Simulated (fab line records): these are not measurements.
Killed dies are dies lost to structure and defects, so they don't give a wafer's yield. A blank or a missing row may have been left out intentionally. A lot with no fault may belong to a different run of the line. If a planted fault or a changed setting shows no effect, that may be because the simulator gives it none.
Problem report in the 8D (eight disciplines) form, filled by code || flow sfq line || the parts of the form that need people (team, actions taken, sign-off) are left out

== 1. PROBLEM STATEMENT ==
R5_MONX_THK at SFQ_R5_THK_MEAS_934 reads a mean of 43.5 nm on 9 wafers of 3 lots; wafers without a fault read 40.7 nm with a standard deviation of 0.41. That puts it +6.7 standard deviations away from the usual mean.
The step: measures by xrf.
Seen first at day 64 22:30 on film metro-03, wafer L854.2. The record has a number at this step for 36 wafers belonging to 12 lots. The rule behind "out" and "out of limits": a value lying over 4 standard deviations away from the usual mean. Any other wafer with a number is counted as sound.

== 2. WHAT IT IS AND WHAT IT IS NOT ==
{"question": "which readings at this step", "is": "R5_MONX_THK", "is not": "-"}
{"question": "which lots", "is": "L854, L857, L858", "is not": "L838, L839, L840, L841, L842, L843, L844, L845, L846"}
{"question": "which wafers of those lots", "is": "all that have a number", "is not": "-"}
{"question": "read on which gauges", "is": "film metro-03", "is not": "film metro-02, film metro-04"}
{"question": "when", "is": "from day 64 22:30", "is not": "up to then (27 sound wafers)"}

== 3. WHAT RULES OUT EACH SUSPECT ==
Counting: a tool stays on the suspect list if, at a process step up to the reading, it processed all lots that are out and no sound lot following the first of them.
- the gauge at SFQ_R5_THK_MEAS_934: kept. All the wafers that are out were read on film metro-03, and no step on other tools shows them out.
Remaining after the count: film metro-03 at SFQ_R5_THK_MEAS_934.

== 4. THE CAUSE (what the simulator had put in) ==
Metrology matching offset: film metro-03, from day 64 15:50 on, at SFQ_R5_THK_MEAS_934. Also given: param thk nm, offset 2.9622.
Only this tool survived the counting.

== 5. SEQUENCE OF EFFECTS, ordered by route ==
One row per reading whose mean, taken over the struck wafers that have a number, lies over 3 standard deviations from the usual. Readings are gone through only where the record gives a usual standard deviation; hours: the median, over the lots, of the time from a lot's start at the first step in this table giving one to that lot's start at this step; sigmas: the change measured in usual standard deviations.
{"hours": 0, "step": "SFQ_R5_THK_MEAS_934", "reading": "R5_MONX_THK", "usual": "40.7 nm", "on struck wafers": 43.5, "change": "+2.8", "sigmas": "+6.7"}
Later measuring or inspecting steps at which every struck wafer that the step has a row for has a number for every such reading, and none has moved that far: SFQ_R5_OVL_MEAS_935, SFQ_I5_OVL_MEAS_936.

== 6. WHAT WOULD HAVE CAUGHT IT SOONER ==
The first out-of-limits reading at a measuring or inspecting step in this record came at day 64 22:30, 7 hours after the fault's start at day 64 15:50.
